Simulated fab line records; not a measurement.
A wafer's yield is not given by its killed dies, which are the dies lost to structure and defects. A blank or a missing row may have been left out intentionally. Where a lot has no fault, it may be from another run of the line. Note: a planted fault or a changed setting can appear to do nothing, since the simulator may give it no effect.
A struck lot beside a sound one -- flow sfqLine -- 41 steps out of a route of 325
Sound: these wafers, L389.2, L389.3, L389.4. Struck: wafers L391.2, L391.3. (L391.4 of the same lot was not struck and is left out.) The cause comes at the end.
At each step with rows: each side's tool, then ch and its chambers, then its first start. Under that, the readings that differ: sound wafers -- struck wafers -- difference of the means -- sigmas: that difference in standard deviations of wafers without a fault.
alike: readings whose means differ by less than 2 such deviations, and words and numbers that are the same on both sides. not compared: withheld readings, readings that some wafer has no value for, bounds like >300 that may hide the same value, and numbers for which the record gives no deviation and whose values overlap.
Wherever a step has rows on one side only, a row that says differs or no value, or a row with sigmas, the two part there. Non-overlapping numbers with no deviation appear without sigmas and do not part them. A reading missing from all wafers of one side parts the sides only when that side holds two or more wafers.

first, 6 steps without rows for these wafers: SFQ_TRILAYER_M7_LITHO_COAT_182 (resist thk 62 nm); SFQ_TRILAYER_M7_LITHO_COAT_177 (resist thk 600 nm); SFQ_TRILAYER_M7_LITHO_SOFTBAKE_181; SFQ_TRILAYER_M7_LITHO_EXPOSE_178 (exposes mask M7, target cd 500 nm); SFQ_TRILAYER_M7_LITHO_PEB_180 (peb time 60 s); SFQ_TRILAYER_M7_LITHO_DEVELOP_179 (time 60 s).
SFQ_M7_OVL_MEAS_945:
  sound on overlay-02, day 84 04:58; struck on overlay-02, day 84 08:34
  alike: M7_OVL
then, 1 step without rows for these wafers: SFQ_TRILAYER_M7_BARC_OPEN_METAL_ETCH_229 (etches BARC in O2, target depth 125 nm, time 41.7 s).
SFQ_TRILAYER_M7_ETCH_METAL_ETCH_180: etches Nb in Cl2/Ar, stops on SiO2, target depth 240 nm, time 120 s.
  sound on rieMetal-03 ch 0,1, day 84 05:04; struck on rieMetal-04 ch 1, day 84 08:40
  alike: drypumpMotorCurrentA, oesProductAu
  not compared: rfHoursCounterH
SFQ_TRILAYER_M7_STRIP_STRIP_181: strips in O2.
  sound on rieMetal-03 ch 0,1, day 84 05:11; struck on rieMetal-04 ch 1, day 84 08:47
  alike: drypumpMotorCurrentA, oesProductAu
  not compared: rfHoursCounterH
then, 1 step without rows for these wafers: SFQ_TRILAYER_M7_STRIP_SOLV_CLEAN_182 (cleans in NMP, time 600 s).
SFQ_TRILAYER_I7_DEP_PECVD_183: deposits SiO2 from SiH4/N2O, time 111.11 s, target thk 500 nm.
  sound on pecvd-02 ch 0,1,2, day 84 05:58; struck on pecvd-04 ch 0,2, day 84 09:34
  alike: heaterPowerW, throttleValvePct
SFQ_TRILAYER_I7_CMP_CMP_184: polishes SiO2.
  sound on cmp-01 ch 0,1,2, day 84 07:37; struck on cmp-02 ch 1,2, day 84 12:51
reading,sound,struck,difference,sigmas
timeToEndpointS (s),200 205 209,278 276,+72,+11
model.SiO2_of_TRILAYER_I7_DEP_PECVD_183.thkNm (nm),199.7 199.5 200.8,304.8 302.7,+103.8,
  alike: motorCurrentA
SFQ_I7_BOW_MEAS_946:
  sound on filmMetro-04, day 84 10:38; struck on filmMetro-04, day 84 15:52
  alike: I7_BOW
SFQ_TRILAYER_I7_METRO_MEASURE_185:
  sound on filmMetro-04, day 84 10:56; struck on filmMetro-04, day 84 16:10
reading,sound,struck,difference,sigmas
thkNm (nm),199.9 199.6 200.9,304.7 302.7,+103.6,+99 or more
then, 6 steps without rows for these wafers: SFQ_TRILAYER_I7_VIA_LITHO_COAT_192 (resist thk 62 nm); SFQ_TRILAYER_I7_VIA_LITHO_COAT_187 (resist thk 650 nm); SFQ_TRILAYER_I7_VIA_LITHO_SOFTBAKE_191; SFQ_TRILAYER_I7_VIA_LITHO_EXPOSE_188 (exposes mask I7, target cd 1000 nm); SFQ_TRILAYER_I7_VIA_LITHO_PEB_190 (peb time 60 s); SFQ_TRILAYER_I7_VIA_LITHO_DEVELOP_189 (time 60 s).
-- the record jumps here: 4 days lie between the struck wafers' starts before and after --
SFQ_I7_OVL_MEAS_947:
  sound on overlay-02, day 88 03:21; struck on overlay-01, day 88 06:57
  alike: I7_OVL
SFQ_TRILAYER_I7_VIA_BARC_OPEN_VIA_ETCH_260: etches BARC in O2, target depth 125 nm, time 41.7 s.
  sound on rieDiel-02 ch 0,1,3, day 88 03:23; struck on rieDiel-01 ch 0,1, day 88 06:59
  alike: drypumpMotorCurrentA, oesProductAu
  not compared: rfHoursCounterH
SFQ_TRILAYER_I7_VIA_ETCH_VIA_ETCH_190: etches SiO2 in CHF3, stops on Nb, target depth 260 nm.
  sound on rieDiel-02 ch 0,1,3, day 88 03:25; struck on rieDiel-01 ch 0,1, day 88 07:01
reading,sound,struck,difference,sigmas
oesProductAu (a.u.),0.852 0.855 0.862,1.009 1.005,+0.151,+28
model.I7.featureDepthNm (nm),199.7 199.5 200.8,262.6 259.8,+61.2,
model.etch.depthNm (nm),199.7 199.5 200.8,262.6 259.8,+61.2,
  alike: drypumpMotorCurrentA
SFQ_TRILAYER_I7_VIA_STRIP_STRIP_191: strips in O2.
  sound on rieMetal-02 ch 0,1, day 88 03:32; struck on rieMetal-01 ch 0, day 88 07:08
  alike: drypumpMotorCurrentA, oesProductAu
  not compared: rfHoursCounterH
then, 8 steps without rows for these wafers: SFQ_TRILAYER_I7_VIA_STRIP_SOLV_CLEAN_192 (cleans in NMP, time 600 s); SFQ_TRILAYER_M8_LITHO_LOR_COAT_197; SFQ_TRILAYER_M8_LITHO_LOR_BAKE_198; SFQ_TRILAYER_M8_LITHO_COAT_193 (resist thk 600 nm); SFQ_TRILAYER_M8_LITHO_SOFTBAKE_199; SFQ_TRILAYER_M8_LITHO_EXPOSE_194 (exposes mask M8, target cd 2000 nm); SFQ_TRILAYER_M8_LITHO_PEB_196 (peb time 60 s); SFQ_TRILAYER_M8_LITHO_DEVELOP_195 (img clear 15 s, time 55 s).
-- the record jumps here: 4 days lie between the struck wafers' starts before and after --
SFQ_M8_OVL_MEAS_948:
  sound on overlay-02, day 91 16:13; struck on overlay-02, day 91 19:49
reading,sound,struck,difference,sigmas
M8_OVL (nm),11 4 10,-2 1,-9,-2
then, 3 steps without rows for these wafers: SFQ_TRILAYER_M8_DEP_EVAP_197 (material Ti, target thk 20 nm, time 100 s); SFQ_TRILAYER_M8_DEP_EVAP_198 (material Pt, target thk 50 nm, time 250 s); SFQ_TRILAYER_M8_DEP_EVAP_196 (material Au, target thk 180 nm, time 900 s).
SFQ_M8_RS_MEAS_949: measures by four-point-probe.
  sound on filmMetro-04, day 91 17:00; struck on filmMetro-04, day 91 20:36
  alike: M8_AU_RS
SFQ_M8_THK_MEAS_950: measures by xrf.
  sound on filmMetro-04, day 91 17:07; struck on filmMetro-04, day 91 20:43
  alike: M8_AU_THK
then, 1 step without rows for these wafers: SFQ_TRILAYER_M8_LIFTOFF_LIFTOFF_197 (chemistry NMP, time 600 s).
SFQ_M8_BOW_MEAS_951:
  sound on filmMetro-01, day 91 17:32; struck on filmMetro-02, day 91 20:58
reading,sound,struck,difference,sigmas
model.etest.i7.linkOhm,1.045 1.037 1.048,1e+06 1e+06,+1e+06,
  alike: M8_BOW

== WHERE THEY PART ==
Earliest at SFQ_TRILAYER_I7_CMP_CMP_184; latest, in this record, at SFQ_M8_OVL_MEAS_948. Later steps at which nothing parts them and some readings are alike: SFQ_M8_RS_MEAS_949, SFQ_M8_THK_MEAS_950, SFQ_M8_BOW_MEAS_951.

WHY: whatever the simulator had introduced
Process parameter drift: cmp-02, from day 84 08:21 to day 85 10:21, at SFQ_TRILAYER_I7_CMP_CMP_184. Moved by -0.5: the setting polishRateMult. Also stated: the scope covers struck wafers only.
